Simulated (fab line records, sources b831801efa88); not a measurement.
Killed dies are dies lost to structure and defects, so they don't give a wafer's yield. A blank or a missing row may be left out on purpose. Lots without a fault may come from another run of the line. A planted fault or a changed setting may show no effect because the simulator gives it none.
fab line records | flow gf180mcu
record lots=6 wafers=18 last_day=34
route steps=602 shown V3@440
lots that met no fault: from a run of the same line without faults
start_h: hours from the record's first day to the start of the lot's first wafer shown | wait_h: hours since the lot's step before | " the same as in the row above | L1.1+2: a row that stands for several wafers | - no value, or no start given | * or withheld: withheld | < > ~ a bound
route shown NAME@n: a module of which the file shows steps, and the number in the route of the first | usual: mean/standard deviation of fault-free wafers | same: alike in all rows | chamber/n: place in a boat | sites: the reading at each site | _std_site: their standard deviation | _edge_site: outer sites' mean less inner sites' | radius_mm: how far each site lies from the wafer's centre | mask NAME#n: copy n | behind: the tool/chamber that last shaped the wafer | hold: why the lot was held/for how many hours/how that ended | device: the transistor (n, p or np) that didn't switch | end of line: the same wafers' tests at the end of the route | a step without rows: its recipe alone | killed: dies lost to structure and defects at the first sort, not the wafer's yield | map: a wafer's dies, x killed, . not, _ none there
set.NAME: the setting as run; set.NAME@STEP: as run at that earlier step | model.NAME: the simulator's own value behind a step, which no gauge read
lots at some steps of the route; a table a step, a row a wafer
services: from which hour (start_h, from the record's first day; less than 0 if before it) a tool's chamber was out of use, for how many hours, and why
## steps
# step GF_V3_EXPOSE_11
# recipe mask_id=Via3 target_cd_nm=260 na=0.68 source_shape=conventional sigma_outer=0.6 dose_mj=38
# step GF_V3_PEB_12
# recipe peb_temp_c=135 peb_time_s=90 resist=KrF
# step GF_V3_DEVELOP_13
# recipe develop_time_s=60 resist=KrF dev_temp_c=21
# step GF_V3_CD_MEAS_14
# recipe target_cd_nm=260
# usual cd_nm=259.6/1.3
# columns lot.wafer tool chamber start_h wait_h cd_nm
L901.1 cd_sem-01 - 535.93 0.1 259.8
L901.2 " - " " 259.6
L901.3 " - " " 258.9
L904.2 cd_sem-02 - 571.25 0.1 259.9
L904.3 " - " " 261.4
L904.4 " - " " 260.1
L908.1 cd_sem-02 - 600.33 0.1 258.8
L908.2 " - " " 259.1
L908.4 " - " " 259.2
L909.1 cd_sem-01 - 610.18 0.1 258.6
L909.2 " - " " 257.4
L909.4 " - " " 257.0
L918.2 cd_sem-02 - 677.93 0.1 259.0
L918.3 " - " " 258.7
L918.6 " - " " 260.3
L921.1 cd_sem-01 - 690.40 0.1 258.4
L921.3 " - " " 259.5
L921.6 " - " " 258.1
# step GF_V3_OVL_MEAS_15
# usual V3_OVL=1/7.1
# columns lot.wafer tool chamber start_h wait_h V3_OVL[nm]
L901.1 overlay-01 - 536.05 0.1 -2
L901.2 " - " " 0
L901.3 " - " " 0
L904.2 overlay-02 - 571.35 0.1 -7
L904.3 " - " " 2
L904.4 " - " " 9
L908.1 overlay-01 - 600.45 0.1 11
L908.2 " - " " 0
L908.4 " - " " -5
L909.1 overlay-01 - 610.30 0.1 -4
L909.2 " - " " -11
L909.4 " - " " -11
L918.2 overlay-02 - 678.04 0.1 6
L918.3 " - " " 8
L918.6 " - " " 4
L921.1 overlay-02 - 690.52 0.1 1
L921.3 " - " " -4
L921.6 " - " " -5
# step GF_V3_ETCH_16
# recipe chemistry=N2/H2 target_depth_a=withheld overetch_a=withheld time_s=withheld target=BARC ion_energy_ev=200 source_w=500 bias_w=100 pressure_mtorr=30 n2_flow_sccm=100 h2_flow_sccm=200
# usual chamber_pressure_mTorr=29.999/0.029 drypump_motor_current_A=5.7/0.37 h2_flow_sccm=200.0/0.62 oes_product_au=0.854/0.0051 rf_fwd_power_W=494.4/2.2 throttle_valve_pct=13.224/0.0093
# columns lot.wafer tool chamber start_h wait_h chamber_pressure_mTorr drypump_motor_current_A h2_flow_sccm oes_product_au rf_fwd_power_W throttle_valve_pct
L901.1 rie_diel-02 1 536.08 0.0 30.030 5.7 200.2 0.856 494.9 13.219
L901.2 " 2 " " 30.028 5.9 199.7 0.866 494.1 13.227
L901.3 " 0 " " 30.034 6.2 199.0 0.855 495.1 13.226
L904.2 rie_diel-02 1 571.38 0.0 30.021 5.7 199.3 0.850 496.3 13.241
L904.3 " 0 " " 30.024 6.1 199.9 0.862 494.1 13.224
L904.4 " 3 " " 29.950 5.9 200.0 0.855 498.8 13.226
L908.1 rie_diel-02 2 600.48 0.0 29.980 5.9 199.1 0.849 495.4 13.216
L908.2 " 0 " " 29.966 6.1 199.5 0.854 496.6 13.227
L908.4 " 1 " " 29.993 5.8 200.3 0.853 493.5 13.233
L909.1 rie_diel-01 1 610.33 0.0 29.989 5.5 200.5 0.852 495.8 13.235
L909.2 " 2 " " 30.026 5.6 199.8 0.847 496.9 13.218
L909.4 " 2 " " 30.064 5.5 200.4 0.849 496.3 13.223
L918.2 rie_diel-01 3 678.07 0.0 29.977 6.4 200.9 0.855 491.9 13.216
L918.3 " 1 " " 30.012 5.5 199.5 0.860 494.9 13.217
L918.6 " 0 " " 30.002 5.9 201.3 0.858 491.6 13.230
L921.1 rie_diel-01 2 690.55 0.0 30.012 5.6 199.7 0.863 494.0 13.224
L921.3 " 1 " " 29.972 5.5 200.2 0.852 494.6 13.223
L921.6 " 0 " " 30.057 5.9 199.8 0.842 493.6 13.236
# step GF_V3_ETCH_17
# recipe chemistry=C4F8/O2/Ar mask_material=KrF target=SiO2 stop_on=TiN source_w=1500 bias_w=1200 pressure_mtorr=40 c4f8_flow_sccm=withheld O2_flow_sccm=6 Ar_flow_sccm=300 time_s=withheld target_depth_a=6350
# usual chamber_pressure_mTorr=40.00/0.042 oes_product_au=0.856/0.0043 rf_fwd_power_W=1492/4.8
# columns lot.wafer tool chamber start_h wait_h chamber_pressure_mTorr oes_product_au rf_fwd_power_W
L901.1 rie_diel-02 1 - - 39.99 0.861 1489
L901.2 " 2 " " 39.99 0.859 1495
L901.3 " 0 " " 40.02 0.858 1494
L904.2 rie_diel-02 1 - - 40.02 0.851 1489
L904.3 " 0 " " 39.93 0.852 1498
L904.4 " 3 " " 40.08 0.854 1495
L908.1 rie_diel-02 2 - - 40.01 0.854 1492
L908.2 " 0 " " 39.96 0.855 1498
L908.4 " 1 " " 40.07 0.853 1489
L909.1 rie_diel-01 1 - - 39.97 0.853 1491
L909.2 " 2 " " 40.03 0.852 1489
L909.4 " 2 " " 39.98 0.860 1489
L918.2 rie_diel-01 3 - - 40.04 0.860 1480
L918.3 " 1 " " 40.00 0.855 1487
L918.6 " 0 " " 40.03 0.861 1492
L921.1 rie_diel-01 2 - - 40.06 0.856 1487
L921.3 " 1 " " 39.93 0.857 1496
L921.6 " 0 " " 40.00 0.853 1496
# step GF_V3_STRIP_18
# recipe chemistry=O2/N2 power_w=1400 pressure_mtorr=1500 platen_temp_c=250 o2_flow_sccm=3000 n2_flow_sccm=300 overash_fraction=0.5
# usual chamber_pressure_mTorr=1500.0/1.5 drypump_motor_current_A=6.1/0.44 heater_power_w=332/32 oes_product_au=0.593/0.0054 platen_temp_c=249.96/0.2
# columns lot.wafer tool chamber start_h wait_h chamber_pressure_mTorr drypump_motor_current_A heater_power_w oes_product_au platen_temp_c rf_hours_counter_h
L901.1 plasma_asher-03 1 536.21 - 1501.4 5.7 267 0.588 249.69 11
L901.2 " 0 " " 1499.0 5.8 364 0.598 250.07 11
L901.3 " 1 " " 1501.8 5.7 277 0.603 249.89 -
L904.2 plasma_asher-01 0 571.51 - 1500.2 5.7 302 0.595 250.10 83
L904.3 " 0 " " 1497.0 5.8 296 0.598 250.10 -
L904.4 " 1 " " 1499.7 5.9 312 0.589 250.00 -
L908.1 plasma_asher-02 1 600.61 - 1501.1 6.5 351 0.599 250.07 92
L908.2 " 0 " " 1499.4 6.8 363 0.593 249.96 92
L908.4 " 0 " " 1499.1 6.8 354 0.595 249.90 -
L909.1 plasma_asher-02 1 610.46 - 1499.1 6.5 365 0.594 250.09 94
L909.2 " 0 " " 1497.9 6.8 352 0.589 249.99 94
L909.4 " 1 " " 1500.5 6.5 353 0.599 249.82 -
L918.2 plasma_asher-01 1 678.20 - 1500.0 5.9 331 0.593 249.88 95
L918.3 " 1 " " 1499.0 5.9 319 0.591 249.97 -
L918.6 " 0 " " 1500.2 5.7 296 0.599 250.09 -
L921.1 plasma_asher-01 1 690.68 - 1500.0 5.9 326 0.595 249.79 96
L921.3 " 0 " " 1499.1 5.7 300 0.576 250.10 -
L921.6 " 0 " " 1499.7 5.7 303 0.585 250.33 -
# step GF_V3_STRIP_19
# recipe chemistry=post_etch_residue_remover time_s=1200 temp_c=72.5
# step GF_V3_CLEAN_20
# recipe chemistry=DIW dry=n2_spin
# step GF_V3_SPUTTER_21
# recipe material=Ti target_thk_nm=15 chamber_pressure_pa=5.066 power_w=2500 substrate_temp_c=200 time_s=80.02
# usual throttle_valve_pct=29.9/1.2
# columns lot.wafer tool chamber start_h wait_h throttle_valve_pct
L901.1 pvd_sputter-03 - 536.74 0.0 30.2
L901.2 " - " " 30.0
L901.3 " - " " 28.6
L904.2 pvd_sputter-03 - 572.08 0.0 30.2
L904.3 " - " " 30.0
L904.4 " - " " 32.1
L908.1 pvd_sputter-02 - 601.21 0.0 30.2
L908.2 " - " " 29.7
L908.4 " - " " 30.1
L909.1 pvd_sputter-03 - 611.00 0.0 30.5
L909.2 " - " " 28.5
L909.4 " - " " 32.1
L918.2 pvd_sputter-03 - 678.73 0.0 30.2
L918.3 " - " " 28.7
L918.6 " - " " 28.4
L921.1 pvd_sputter-03 - 691.22 0.0 28.7
L921.3 " - " " 32.2
L921.6 " - " " 30.3
# step GF_V3_SPUTTER_22
# recipe material=TiN target_thk_nm=10 chamber_pressure_pa=5 power_w=4000 time_s=40
# usual throttle_valve_pct=29.9/1.2
# columns lot.wafer tool chamber start_h wait_h throttle_valve_pct
L901.1 pvd_sputter-03 - 536.81 0.0 30.2
L901.2 " - " " 30.3
L901.3 " - " " 28.9
L904.2 pvd_sputter-03 - 572.14 0.0 30.3
L904.3 " - " " 30.0
L904.4 " - " " 31.9
L908.1 pvd_sputter-02 - 601.27 0.0 30.2
L908.2 " - " " 29.4
L908.4 " - " " 29.7
L909.1 pvd_sputter-03 - 611.06 0.0 30.4
L909.2 " - " " 28.5
L909.4 " - " " 32.1
L918.2 pvd_sputter-03 - 678.79 0.0 30.6
L918.3 " - " " 28.6
L918.6 " - " " 28.6
L921.1 pvd_sputter-03 - 691.28 0.0 28.9
L921.3 " - " " 32.1
L921.6 " - " " 30.1
# step GF_V3_CVD_23
# recipe material=W target_thk_nm=350 time_s=104.9 temp_c=400 pressure_torr=40
# usual chamber_pressure_Torr=40.01/0.1 heater_power_outer_w=637/89 heater_power_w=1012/120 susceptor_temp_C=399.99/0.22
# columns lot.wafer tool chamber start_h wait_h chamber_pressure_Torr heater_power_outer_w heater_power_w susceptor_temp_C
L901.1 cvd_w-01 1 536.84 0.0 40.04 774 1129 399.83
L901.2 " 0 " " 40.05 638 1014 400.10
L901.3 " 0 " " 40.02 628 1001 399.72
L904.2 cvd_w-01 0 572.18 0.0 39.98 618 1066 399.93
L904.3 " 1 " " 40.05 758 1172 399.89
L904.4 " 0 " " 39.97 648 1019 399.74
L908.1 cvd_w-01 0 601.31 0.0 - - - -
L908.2 " 1 " " - - - -
L908.4 " 0 " " - - - -
L909.1 cvd_w-01 0 611.10 0.0 - - - -
L909.2 " 1 " " - - - -
L909.4 " 1 " " - - - -
L918.2 cvd_w-01 1 678.87 0.1 39.91 769 1178 400.13
L918.3 " 1 " " 39.91 760 1167 399.50
L918.6 " 1 " " 39.99 779 1161 399.92
L921.1 cvd_w-02 0 691.32 0.0 39.95 549 901 400.32
L921.3 " 1 " " 39.89 579 871 399.80
L921.6 " 0 " " 40.01 538 918 400.36
# step GF_V3_RS_MEAS_24
# recipe thk_meas_gauge=four-point-probe reads=W_of_V3_CVD_23+TiN_of_V3_SPUTTER_22+Ti_of_V3_SPUTTER_21
# usual V3_W_RS=0.326/0.0042
# columns lot.wafer tool chamber start_h wait_h V3_W_RS[ohm/sq]
L901.1 film_metro-02 - 536.96 0.1 0.330
L901.2 " - " " 0.327
L901.3 " - " " 0.328
L904.2 film_metro-03 - 572.31 0.1 0.332
L904.3 " - " " 0.330
L904.4 " - " " 0.331
L908.1 film_metro-02 - 601.42 0.1 45.044
L908.2 " - " " 44.847
L908.4 " - " " 45.682
L909.1 film_metro-01 - 611.21 0.1 44.214
L909.2 " - " " 44.144
L909.4 " - " " 43.845
L918.2 film_metro-01 - 679.07 0.2 0.331
L918.3 " - " " 0.330
L918.6 " - " " 0.326
L921.1 film_metro-03 - 691.43 0.1 0.328
L921.3 " - " " 0.312
L921.6 " - " " 0.326
# step GF_V3_THK_MEAS_25
# recipe thk_meas_gauge=xrf reads=W_of_V3_CVD_23
# usual V3_W_THK=379/6.5
# columns lot.wafer tool chamber start_h wait_h V3_W_THK[nm]
L901.1 film_metro-02 - 537.08 0.1 371
L901.2 " - " " 374
L901.3 " - " " 376
L904.2 film_metro-03 - 572.42 0.1 370
L904.3 " - " " 369
L904.4 " - " " 368
L908.1 film_metro-02 - 601.54 0.1 <0
L908.2 " - " " <0
L908.4 " - " " <0
L909.1 film_metro-01 - 611.33 0.1 <0
L909.2 " - " " -
L909.4 " - " " <0
L918.2 film_metro-01 - 679.18 0.1 375
L918.3 " - " " 378
L918.6 " - " " 382
L921.1 film_metro-03 - 691.55 0.1 377
L921.3 " - " " 394
L921.6 " - " " 379
# step GF_V3_CMP_26
# recipe stop_on=SiO2 down_force_psi=3.5 platen_rpm=60 t_overpolish_s=15 target_thk_nm=0 pad_velocity_m_s=0.94248
# usual motor_current_A=10.9/0.97 time_to_endpoint_s=86/3.8
# columns lot.wafer tool chamber start_h wait_h motor_current_A time_to_endpoint_s
L901.1 cmp-01 0 537.18 0.1 10.5 84
L901.2 " 2 " " 9.2 88
L901.3 " 3 " " 10.3 90
L904.4 cmp-02 3 572.52 0.1 11.5 83
L904.3 " 0 " " 12.0 87
L904.2 " 1 " " 11.9 80
L908.1 cmp-01 1 601.60 0.1 11.0 6
L908.4 " 2 " " 9.3 4
L908.2 " 0 " " 11.1 3
L909.2 cmp-02 1 611.39 0.0 12.4 5
L909.1 " 2 " " 11.3 6
L909.4 " 3 " " 12.7 7
L918.2 cmp-02 1 679.28 0.1 11.8 84
L918.3 " 2 " " 10.4 84
L918.6 " 1 " " 12.3 85
L921.1 cmp-02 3 691.81 0.3 12.2 88
L921.3 " 0 " " 11.2 91
L921.6 " 3 " " 11.8 87
## services
# columns tool chamber start_h hours kind
cmp-01 - 520.06 1.1 repair
rie_diel-02 2 527.16 8.1 repair
plasma_asher-01 - 531.23 1.0 repair
plasma_asher-01 - 537.80 2.8 pm
pvd_sputter-02 - 538.51 15.4 repair
cvd_w-02 - 539.56 6.0 pm
plasma_asher-02 - 541.26 15.6 pm
rie_diel-01 2 543.90 1.3 repair
rie_diel-01 3 556.15 5.2 repair
cmp-01 - 572.11 4.0 pm
cvd_w-02 - 581.61 0.8 repair
rie_diel-01 0 586.39 27.2 repair
rie_diel-02 - 597.28 2.8 pm
pvd_sputter-03 3 602.19 - consumable_replace:kit
rie_diel-01 1 612.87 10.1 repair
pvd_sputter-03 - 622.29 23.7 repair
pvd_sputter-02 - 626.18 3.9 repair
pvd_sputter-02 - 628.41 2.7 repair
plasma_asher-03 - 637.10 18.0 repair
pvd_sputter-02 - 645.91 6.9 repair
cmp-02 - 654.64 4.3 pm
rie_diel-01 2 660.04 1.3 repair
cvd_w-01 0 671.22 8.0 repair
cmp-01 - 687.30 4.8 pm
## key
first_sign step=GF_V3_CVD_23 reading=tool_record direction=missing
effect step=GF_V3_RS_MEAS_24 reading=V3_W_RS direction=up sigmas=99+ usual=0.326 struck=44.629
effect step=GF_V3_THK_MEAS_25 reading=V3_W_THK direction=down sigmas=58 usual=379 struck=<0
effect step=GF_V3_CMP_26 reading=time_to_endpoint_s direction=down sigmas=21 usual=* struck=*
met_at GF_V3_CVD_23
struck_wafers L908.1,L908.2,L908.4,L909.1,L909.2,L909.4
later_rows_left_out L908.1,L908.2,L908.4,L909.1,L909.2,L909.4
sort_left_out L908.1,L908.2,L908.4,L909.1,L909.2,L909.4
onset_between 572.18 601.31
fault kind=skipped_step_whole tool=cvd_w-01 chamber=- onset_h=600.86 steps=GF_V3_CVD_23 scope=struck_lots_only
# sort_left_out: the simulated sort isn't trusted on such a fault, so these wafers' sort isn't shown, and their yield isn't known
# later_rows_left_out: the simulator's readings of these wafers behind a module that went badly wrong aren't trusted and aren't shown, but for the sort
